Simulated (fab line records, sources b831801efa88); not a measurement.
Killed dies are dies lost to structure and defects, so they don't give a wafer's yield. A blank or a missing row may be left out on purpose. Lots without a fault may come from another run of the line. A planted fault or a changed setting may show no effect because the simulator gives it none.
fab line records | flow sfq_line
record lots=6 wafers=18 last_day=80
route steps=325 shown M2@88 I2@103 M3@118 M8@325
lots that met no fault: from a run of the same line without faults
start_h: hours from the record's first day to the start of the lot's first wafer shown | wait_h: hours since the lot's step before | " the same as in the row above | L1.1+2: a row that stands for several wafers | - no value, or no start given | * or withheld: withheld | < > ~ a bound
route shown NAME@n: a module of which the file shows steps, and the number in the route of the first | usual: mean/standard deviation of fault-free wafers | same: alike in all rows | chamber/n: place in a boat | sites: the reading at each site | _std_site: their standard deviation | _edge_site: outer sites' mean less inner sites' | radius_mm: how far each site lies from the wafer's centre | mask NAME#n: copy n | behind: the tool/chamber that last shaped the wafer | hold: why the lot was held/for how many hours/how that ended | device: the transistor (n, p or np) that didn't switch | end of line: the same wafers' tests at the end of the route | a step without rows: its recipe alone | killed: dies lost to structure and defects at the first sort, not the wafer's yield | map: a wafer's dies, x killed, . not, _ none there
set.NAME: the setting as run; set.NAME@STEP: as run at that earlier step | model.NAME: the simulator's own value behind a step, which no gauge read
lots at some steps of the route; a table a step, a row a wafer
services: from which hour (start_h, from the record's first day; less than 0 if before it) a tool's chamber was out of use, for how many hours, and why
## steps
# step SFQ_TRILAYER_M2_DEP_PRE_CLEAN_056
# recipe gas=Ar time_s=22.5 bias_v=250
# step SFQ_TRILAYER_M2_DEP_SPUTTER_055
# recipe material=Nb base_pressure_pa=1.33e-06 chamber_pressure_pa=0.1333 substrate_temp_c=20 resputter_cathode_voltage_v=400 target_thk_nm=200 power_w=2000 time_s=133.3
# usual chamber_pressure_pa=0.13326/0.0003 throttle_valve_pct=29.7/1.2
# columns lot.wafer tool chamber start_h wait_h chamber_pressure_pa throttle_valve_pct
L388.1 pvd_sputter-05 - 387.43 0.0 0.13337 30.4
L388.2 " - " " 0.13317 31.2
L388.5 " - " " 0.13336 31.1
L393.3 pvd_sputter-06 - 426.93 0.0 0.13334 28.6
L393.5 " - " " 0.1333 30.9
L393.6 " - " " 0.13348 29.3
L394.3 pvd_sputter-06 - 429.33 0.0 0.13399 30.9
L394.5 " - " " 0.13324 28.3
L394.6 " - " " 0.13317 28.5
L395.2 pvd_sputter-05 - 437.73 0.0 0.13334 30.3
L395.5 " - " " 0.13325 31.3
L395.6 " - " " 0.13287 30.8
L402.1 pvd_sputter-06 - 502.08 0.0 0.13326 28.1
L402.4 " - " " 0.13311 29.3
L402.6 " - " " 0.13335 29.2
L406.2 pvd_sputter-06 - 528.00 0.0 0.13302 31.0
L406.4 " - " " 0.1331 29.1
L406.6 " - " " 0.13291 28.6
# step SFQ_M2_RS_MEAS_914
# recipe thk_meas_gauge=four-point-probe reads=Nb_of_TRILAYER_M2_DEP_SPUTTER_055
# usual M2_NB_RS=0.893/0.011
# columns lot.wafer tool chamber start_h wait_h M2_NB_RS[ohm/sq]
L388.1 film_metro-03 - 387.52 0.0 0.892
L388.2 " - " " 0.888
L388.5 " - " " 0.893
L393.3 film_metro-03 - 427.06 0.1 0.897
L393.5 " - " " 0.899
L393.6 " - " " 0.905
L394.3 film_metro-01 - 429.46 0.1 0.890
L394.5 " - " " 0.891
L394.6 " - " " 0.887
L395.2 film_metro-01 - 437.84 0.1 0.888
L395.5 " - " " 0.881
L395.6 " - " " 0.881
L402.1 film_metro-04 - 502.17 0.0 0.906
L402.4 " - " " 0.890
L402.6 " - " " 0.894
L406.2 film_metro-03 - 528.11 0.1 0.906
L406.4 " - " " 0.911
L406.6 " - " " 0.903
# step SFQ_TRILAYER_M2_LITHO_COAT_062
# recipe resist=BARC spin_rpm=3000 resist_thk_nm=62
# step SFQ_TRILAYER_M2_LITHO_COAT_057
# recipe resist=KrF spin_rpm=3000 resist_thk_nm=600
# step SFQ_TRILAYER_M2_LITHO_SOFTBAKE_061
# recipe temp_c=withheld time_s=withheld resist=KrF
# step SFQ_TRILAYER_M2_LITHO_EXPOSE_058
# recipe mask_id=M2 na=0.6 source_shape=conventional sigma_outer=0.65 target_cd_nm=500 dose_mj=14.4
# step SFQ_TRILAYER_M2_LITHO_PEB_060
# recipe peb_temp_c=115 peb_time_s=60 resist=KrF
# step SFQ_TRILAYER_M2_LITHO_DEVELOP_059
# recipe time_s=60 resist=KrF
# step SFQ_M2_OVL_MEAS_916
# usual M2_OVL=-3/5
# columns lot.wafer tool chamber start_h wait_h M2_OVL[nm]
L388.1 overlay-02 - 453.54 0.1 -11
L388.2 " - " " -3
L388.5 " - " " -10
L393.3 overlay-02 - 490.30 0.1 -9
L393.5 " - " " -9
L393.6 " - " " -9
L394.3 overlay-01 - 493.90 0.1 0
L394.5 " - " " 7
L394.6 " - " " 4
L395.2 overlay-02 - 502.29 0.1 2
L395.5 " - " " -5
L395.6 " - " " 3
L402.1 overlay-01 - 561.81 0.1 -6
L402.4 " - " " 4
L402.6 " - " " 5
L406.2 overlay-01 - 596.52 0.1 -1
L406.4 " - " " 9
L406.6 " - " " 2
# step SFQ_TRILAYER_M2_BARC_OPEN_METAL_ETCH_077
# recipe mask_material=PR chemistry=O2 target_depth_nm=125 target=BARC icp_w=600 bias_w=80 pressure_mtorr=10 time_s=41.7
# usual drypump_motor_current_A=5.4/0.39 oes_product_au=0.684/0.0048 rf_fwd_power_W=594.7/2.2 run_length_s=69.99/0.28
# columns lot.wafer tool chamber start_h wait_h drypump_motor_current_A oes_product_au rf_fwd_power_W rf_hours_counter_h run_length_s
L388.1 rie_metal-02 0 453.57 0.0 5.7 0.681 597.3 87 70.11
L388.2 " 1 " " 5.9 0.688 589.1 54 69.77
L388.5 " 1 " " 5.9 0.683 592.0 - 69.89
L393.3 rie_metal-02 0 490.43 0.1 5.8 0.684 595.4 - 69.97
L393.5 " 1 " " 5.9 0.681 595.7 - 69.71
L393.6 " 0 " " 5.8 0.685 595.8 - 70.44
L394.3 rie_metal-02 1 493.94 0.0 5.9 0.683 593.6 - 69.91
L394.5 " 1 " " 5.9 0.674 592.8 - 69.57
L394.6 " 0 " " 5.8 0.689 595.1 - 69.74
L395.2 rie_metal-02 0 502.32 0.0 5.8 0.680 594.6 100 69.72
L395.5 " 0 " " 5.8 0.681 597.9 - 69.88
L395.6 " 1 " " 6.0 0.691 590.7 - 69.65
L402.1 rie_metal-04 0 561.85 0.0 5.1 0.693 595.2 21 70.05
L402.4 " 1 " " 4.8 0.692 597.7 - 69.94
L402.6 " 1 " " 4.8 0.678 596.7 - 70.49
L406.2 rie_metal-04 1 596.55 0.0 4.8 0.681 592.6 57 70.16
L406.4 " 1 " " 4.8 0.685 593.7 - 70.18
L406.6 " 0 " " 5.1 0.676 591.5 - 70.01
# step SFQ_TRILAYER_M2_ETCH_METAL_ETCH_060
# recipe target=Nb stop_on=SiO2 mask_material=PR chemistry=Cl2/Ar target_depth_nm=240 icp_w=600 bias_w=80 pressure_mtorr=10 time_s=120
# usual drypump_motor_current_A=5.4/0.4 oes_product_au=0.892/0.0078 rf_fwd_power_W=597.6/2.2 run_length_s=148.33/0.27
# columns lot.wafer tool chamber start_h wait_h drypump_motor_current_A oes_product_au rf_fwd_power_W rf_hours_counter_h run_length_s model.KrF_of_TRILAYER_M2_LITHO_COAT_057.thk_nm model.M2.feature_depth_nm model.etch.depth_nm
L388.1 rie_metal-02 0 453.63 0.0 5.8 0.891 597.3 87 148.52 387.5 199.4 199.4
L388.2 " 1 " " 6.0 0.897 595.3 54 148.11 387.7 200.7 200.7
L388.5 " 1 " " 5.9 0.889 596.0 - 148.17 386.9 199.2 199.2
L393.3 rie_metal-02 0 490.51 0.1 5.7 0.894 598.3 - 148.82 382.3 198.7 198.7
L393.5 " 1 " " 5.9 0.884 595.2 - 148.28 385.4 198.1 198.1
L393.6 " 0 " " 5.8 0.893 599.6 - 148.36 383.3 196.8 196.8
L394.3 rie_metal-02 1 494.02 0.1 6.0 0.997 - - 123.15 415.1 189.3 189.3
L394.5 " 1 " " 5.9 1.005 - - 123.00 413.1 190.5 190.5
L394.6 " 0 " " 5.8 1.003 - - 123.52 412.5 190.4 190.4
L395.2 rie_metal-02 0 502.38 0.0 5.7 1.009 - 100 123.48 406.4 193.1 193.1
L395.5 " 0 " " 5.8 1.012 - - 123.04 409.6 192.1 192.1
L395.6 " 1 " " 6.0 1.000 - - 123.05 411 189.9 189.9
L402.1 rie_metal-04 0 561.91 0.0 5.1 0.887 597.9 21 148.21 380.6 196.5 196.5
L402.4 " 1 " " 4.9 0.894 596.8 - 148.38 378.8 200 200
L402.6 " 1 " " 4.8 0.895 593.5 - 148.56 379.7 198.7 198.7
L406.2 rie_metal-04 1 596.61 0.0 4.9 0.886 596.9 57 148.30 376.6 196.6 196.6
L406.4 " 1 " " 4.9 0.883 597.4 - 148.29 381.3 195.6 195.6
L406.6 " 0 " " 5.1 0.888 597.2 - 148.28 376.9 197 197
# step SFQ_TRILAYER_M2_STRIP_STRIP_061
# recipe gas=O2 power_w=200 platen_temp_c=40 overash_fraction=0.65 chemistry=O2 pressure_mtorr=50
# usual drypump_motor_current_A=5.4/0.4 oes_product_au=1.002/0.0085
# columns lot.wafer tool chamber start_h wait_h drypump_motor_current_A oes_product_au rf_hours_counter_h
L388.1 rie_metal-02 0 453.76 0.1 5.8 0.983 87
L388.2 " 1 " " 6.0 0.985 54
L388.5 " 1 " " 5.9 0.991 -
L393.3 rie_metal-02 0 490.79 0.2 5.8 0.995 -
L393.5 " 1 " " 5.9 1.006 -
L393.6 " 0 " " 5.8 1.000 -
L394.3 rie_metal-02 1 494.31 0.2 5.9 1.000 -
L394.5 " 1 " " 6.0 1.000 -
L394.6 " 0 " " 5.8 1.008 -
L395.2 rie_metal-02 0 502.51 0.1 5.7 1.007 101
L395.5 " 0 " " 5.8 1.004 -
L395.6 " 1 " " 5.9 1.004 -
L402.1 rie_metal-04 0 562.03 0.1 5.0 1.002 21
L402.4 " 1 " " 4.9 1.003 -
L402.6 " 1 " " 4.8 1.004 -
L406.2 rie_metal-04 1 596.73 0.1 4.8 1.000 57
L406.4 " 1 " " 4.9 1.006 -
L406.6 " 0 " " 5.1 1.007 -
# step SFQ_TRILAYER_M2_STRIP_SOLV_CLEAN_062
# recipe chemistry=NMP temp_c=70 time_s=600
# step SFQ_TRILAYER_I2_DEP_PECVD_063
# recipe material=SiO2 temp_c=150 time_s=111.11 pressure_torr=2.4 rf_w=183.3 precursor=SiH4/N2O target_thk_nm=500
# step SFQ_TRILAYER_I2_CMP_CMP_064
# recipe material=SiO2 down_force_psi=3 platen_rpm=60 pad_velocity_m_s=0.94248
# step SFQ_I2_BOW_MEAS_917
# recipe mode=bow
# usual I2_BOW=4/8.4
# columns lot.wafer tool chamber start_h wait_h I2_BOW[um]
L388.1 film_metro-03 - 462.22 1.0 -5
L388.2 " - " " 1
L388.5 " - " " 18
L393.3 film_metro-01 - 507.20 1.0 3
L393.5 " - " " -8
L393.6 " - " " 9
L394.3 film_metro-03 - 510.20 2.0 0
L394.5 " - " " 5
L394.6 " - " " 3
L395.2 film_metro-01 - 519.18 2.5 -2
L395.5 " - " " -7
L395.6 " - " " -7
L402.1 film_metro-01 - 580.96 2.5 10
L402.4 " - " " -7
L402.6 " - " " 6
L406.2 film_metro-03 - 619.10 1.0 6
L406.4 " - " " 7
L406.6 " - " " 17
# step SFQ_TRILAYER_I2_METRO_MEASURE_065
# step SFQ_TRILAYER_I2_VIA_LITHO_COAT_072
# recipe resist=BARC spin_rpm=3000 resist_thk_nm=62
# step SFQ_TRILAYER_I2_VIA_LITHO_COAT_067
# recipe resist=KrF spin_rpm=3000 resist_thk_nm=650
# step SFQ_TRILAYER_I2_VIA_LITHO_SOFTBAKE_071
# recipe temp_c=withheld time_s=withheld resist=KrF
# step SFQ_TRILAYER_I2_VIA_LITHO_EXPOSE_068
# recipe mask_id=I2 na=0.6 source_shape=conventional sigma_outer=0.65 target_cd_nm=500 dose_mj=21.3
# step SFQ_TRILAYER_I2_VIA_LITHO_PEB_070
# recipe peb_temp_c=115 peb_time_s=60 resist=KrF
# step SFQ_TRILAYER_I2_VIA_LITHO_DEVELOP_069
# recipe time_s=60 resist=KrF
# step SFQ_I2_OVL_MEAS_918
# usual I2_OVL=-7/4.9
# columns lot.wafer tool chamber start_h wait_h I2_OVL[nm]
L388.1 overlay-02 - 571.97 0.1 -15
L388.2 " - " " -13
L388.5 " - " " -19
L393.3 overlay-02 - 610.28 0.1 5
L393.5 " - " " -8
L393.6 " - " " 3
L394.3 overlay-02 - 613.88 0.1 -9
L394.5 " - " " -10
L394.6 " - " " -5
L395.2 overlay-02 - 618.68 0.1 -10
L395.5 " - " " -11
L395.6 " - " " -10
L402.1 overlay-02 - 684.97 0.1 -10
L402.4 " - " " -5
L402.6 " - " " -6
L406.2 overlay-01 - 718.58 0.1 -4
L406.4 " - " " -8
L406.6 " - " " -1
# step SFQ_TRILAYER_I2_VIA_BARC_OPEN_VIA_ETCH_096
# recipe mask_material=PR chemistry=O2 target_depth_nm=125 target=BARC source_w=500 bias_w=80 pressure_mtorr=30 time_s=41.7
# step SFQ_TRILAYER_I2_VIA_ETCH_VIA_ETCH_070
# recipe target=SiO2 stop_on=Nb mask_material=PR taper_deg=20 chemistry=CHF3 target_depth_nm=260 source_w=500 bias_w=80 pressure_mtorr=30 time_s=withheld
# step SFQ_TRILAYER_I2_VIA_STRIP_STRIP_071
# recipe gas=O2 power_w=200 platen_temp_c=40 overash_fraction=0.65 chemistry=O2 pressure_mtorr=50
# usual drypump_motor_current_A=5.3/0.38 oes_product_au=1.004/0.01
# columns lot.wafer tool chamber start_h wait_h drypump_motor_current_A oes_product_au rf_hours_counter_h
L388.1 rie_metal-02 1 572.16 - 5.9 0.993 80
L388.2 " 0 " " 5.7 1.001 114
L388.5 " 0 " " 5.7 0.998 -
L393.3 rie_metal-01 0 610.66 - 5.1 1.017 -
L393.5 " 1 " " 5.2 1.010 -
L393.6 " 0 " " 5.1 1.010 -
L394.3 rie_metal-01 1 614.26 - 5.1 1.011 -
L394.5 " 1 " " 5.2 1.013 -
L394.6 " 0 " " 5.1 1.018 -
L395.2 rie_metal-02 1 618.86 - 6.0 1.002 82
L395.5 " 1 " " 6.0 1.005 -
L395.6 " 0 " " 5.8 1.006 -
L402.1 rie_metal-02 0 685.16 - 5.8 1.002 128
L402.4 " 1 " " 5.9 0.991 -
L402.6 " 1 " " 5.9 0.996 -
L406.2 rie_metal-04 1 718.76 - 4.8 1.013 81
L406.4 " 1 " " 4.8 0.998 -
L406.6 " 1 " " 4.9 1.009 -
# step SFQ_TRILAYER_I2_VIA_STRIP_SOLV_CLEAN_072
# recipe chemistry=NMP temp_c=70 time_s=600
# step SFQ_TRILAYER_M3_DEP_PRE_CLEAN_074
# recipe gas=Ar time_s=22.5 bias_v=250
# step SFQ_TRILAYER_M3_DEP_SPUTTER_073
# recipe material=Nb base_pressure_pa=1.33e-06 chamber_pressure_pa=0.1333 substrate_temp_c=20 resputter_cathode_voltage_v=400 target_thk_nm=200 power_w=2000 time_s=133.3
# step SFQ_M3_RS_MEAS_919
# recipe thk_meas_gauge=four-point-probe reads=Nb_of_TRILAYER_M3_DEP_SPUTTER_073
# usual M3_NB_RS=0.889/0.012
# columns lot.wafer tool chamber start_h wait_h M3_NB_RS[ohm/sq]
L388.1 film_metro-04 - 573.07 0.0 0.892
L388.2 " - " " 0.902
L388.5 " - " " 0.884
L393.3 film_metro-04 - 611.40 0.1 0.896
L393.5 " - " " 0.882
L393.6 " - " " 0.894
L394.3 film_metro-04 - 615.00 0.1 0.901
L394.5 " - " " 0.881
L394.6 " - " " 0.875
L395.2 film_metro-01 - 619.78 0.1 0.879
L395.5 " - " " 0.890
L395.6 " - " " 0.886
L402.1 film_metro-02 - 686.06 0.0 0.884
L402.4 " - " " 0.886
L402.6 " - " " 0.880
L406.2 film_metro-01 - 719.69 0.1 0.885
L406.4 " - " " 0.872
L406.6 " - " " 0.891
# step SFQ_TRILAYER_M3_LITHO_COAT_080
# recipe resist=BARC spin_rpm=3000 resist_thk_nm=62
# step SFQ_TRILAYER_M3_LITHO_COAT_075
# recipe resist=KrF spin_rpm=3000 resist_thk_nm=600
# step SFQ_TRILAYER_M3_LITHO_SOFTBAKE_079
# recipe temp_c=withheld time_s=withheld resist=KrF
# step SFQ_TRILAYER_M3_LITHO_EXPOSE_076
# recipe mask_id=M3 na=0.6 source_shape=conventional sigma_outer=0.65 target_cd_nm=500 dose_mj=14.4
# step SFQ_TRILAYER_M3_LITHO_PEB_078
# recipe peb_temp_c=115 peb_time_s=60 resist=KrF
# step SFQ_TRILAYER_M3_LITHO_DEVELOP_077
# recipe time_s=60 resist=KrF
# step SFQ_M3_OVL_MEAS_921
# usual M3_OVL=-1/4.1
# columns lot.wafer tool chamber start_h wait_h M3_OVL[nm]
L388.1 overlay-01 - 675.37 0.1 -1
L388.2 " - " " -4
L388.5 " - " " -2
L393.3 overlay-01 - 710.18 0.1 2
L393.5 " - " " 6
L393.6 " - " " 3
L394.3 overlay-01 - 714.98 0.1 -4
L394.5 " - " " -9
L394.6 " - " " -12
L395.2 overlay-01 - 717.38 0.1 3
L395.5 " - " " 7
L395.6 " - " " 5
L402.1 overlay-01 - 779.67 0.1 0
L402.4 " - " " 1
L402.6 " - " " 4
L406.2 overlay-02 - 802.48 0.1 0
L406.4 " - " " -2
L406.6 " - " " -2
# step SFQ_TRILAYER_M3_BARC_OPEN_METAL_ETCH_100
# recipe mask_material=PR chemistry=O2 target_depth_nm=125 target=BARC icp_w=600 bias_w=80 pressure_mtorr=10 time_s=41.7
# usual drypump_motor_current_A=5.19/0.17 oes_product_au=0.685/0.0049 rf_fwd_power_W=594.4/2.2 run_length_s=69.9/0.31
# columns lot.wafer tool chamber start_h wait_h drypump_motor_current_A oes_product_au rf_fwd_power_W rf_hours_counter_h run_length_s
L388.1 rie_metal-04 0 675.41 0.0 5.07 0.681 594.8 45 69.9
L388.2 " 1 " " 4.85 0.679 593.9 73 70.0
L388.5 " 1 " " 4.85 0.689 595.6 - 70.6
L393.3 rie_metal-03 1 710.23 0.0 5.42 0.687 597.4 - 69.9
L393.5 " 1 " " 5.41 0.692 594.5 - 69.8
L393.6 " 0 " " 5.28 0.689 595.8 - 69.8
L394.3 rie_metal-03 1 715.03 0.0 5.40 0.687 592.7 - 69.7
L394.5 " 1 " " 5.42 0.689 590.4 - 69.9
L394.6 " 0 " " 5.28 0.692 596.0 - 70.4
L395.2 rie_metal-03 1 717.41 0.0 5.41 0.690 593.1 36 69.7
L395.5 " 0 " " 5.32 0.679 596.9 - 70.0
L395.6 " 1 " " 5.40 0.689 591.0 - 70.3
L402.1 rie_metal-01 0 779.71 0.0 5.06 0.684 591.1 109 69.5
L402.4 " 0 " " 5.08 0.683 593.0 - 69.5
L402.6 " 0 " " 5.06 0.684 592.2 - 69.9
L406.2 rie_metal-01 0 802.51 0.0 5.07 0.683 591.9 113 69.2
L406.4 " 1 " " 5.17 0.686 592.9 - 70.3
L406.6 " 1 " " 5.16 0.690 593.8 - 69.9
# step SFQ_M8_BOW_MEAS_951
# recipe mode=bow
# usual M8_BOW=12/12
# columns lot.wafer tool chamber start_h wait_h M8_BOW[um] model.etest.m2.comb_log10_ohm
L388.1 film_metro-01 - 1850.22 0.0 11 12
L388.2 " - " " 16 12
L388.5 " - " " 32 12
L393.3 film_metro-01 - 1879.06 0.0 -2 12
L393.5 " - " " -13 12
L393.6 " - " " 3 12
L394.3 film_metro-02 - 1881.46 0.0 9 0
L394.5 " - " " 14 0
L394.6 " - " " 12 0
L395.2 film_metro-03 - 1883.84 0.0 0 0
L395.5 " - " " -3 0
L395.6 " - " " -5 0
L402.1 film_metro-03 - 1903.02 0.0 26 12
L402.4 " - " " 10 12
L402.6 " - " " 22 12
L406.2 film_metro-03 - 1917.44 0.0 17 12
L406.4 " - " " 18 12
L406.6 " - " " 28 12
## services
# columns tool chamber start_h hours kind
rie_metal-01 0 366.49 22.1 repair
rie_metal-01 - 383.38 14.6 pm
rie_metal-02 1 396.81 7.1 repair
rie_metal-04 0 409.70 9.2 repair
rie_metal-04 0 419.14 - clean
rie_metal-04 0 419.14 13.9 scheduled_down
rie_metal-04 0 419.14 13.9 vent_cycle
pvd_sputter-06 - 435.95 8.1 repair
pvd_sputter-05 - 454.29 7.2 repair
rie_metal-04 - 477.13 2.8 pm
rie_metal-01 - 480.21 28.1 pm
rie_metal-04 - 485.14 14.6 pm
rie_metal-03 - 502.13 0.9 repair
rie_metal-03 - 530.76 5.5 repair
rie_metal-02 - 576.12 40.3 repair
pvd_sputter-06 - 580.27 2.5 repair
rie_metal-02 0 609.02 1.0 repair
pvd_sputter-05 - 625.48 2.4 repair
pvd_sputter-05 - 677.30 1.0 repair
rie_metal-04 1 749.18 16.4 repair
pvd_sputter-06 - 750.62 3.7 repair
pvd_sputter-05 - 769.17 4.1 repair
pvd_sputter-06 1 769.83 - consumable_replace:kit
pvd_sputter-06 1 769.83 18.0 scheduled_down
## key
first_sign step=SFQ_TRILAYER_M2_ETCH_METAL_ETCH_060 reading=run_length_s direction=down sigmas=94 usual=* struck=*
effect step=SFQ_TRILAYER_M2_ETCH_METAL_ETCH_060 reading=oes_product_au direction=up sigmas=14 usual=0.892 struck=1.004
model_effect step=SFQ_TRILAYER_M2_ETCH_METAL_ETCH_060 value=KrF_of_TRILAYER_M2_LITHO_COAT_057.thk_nm without=381.5 struck=411.3
model_effect step=SFQ_M8_BOW_MEAS_951 value=etest.m2.comb_log10_ohm without=12 struck=0
met_at SFQ_TRILAYER_M2_ETCH_METAL_ETCH_060
struck_wafers L394.3,L394.5,L394.6,L395.2,L395.5,L395.6
onset_between 490.51 494.02
fault kind=process_parameter_drift tool=rie_metal-02 chamber=- onset_h=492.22 steps=SFQ_TRILAYER_M2_ETCH_METAL_ETCH_060 channel=time_s offset=* shape=step end_h=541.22 acts_in=* stated=*
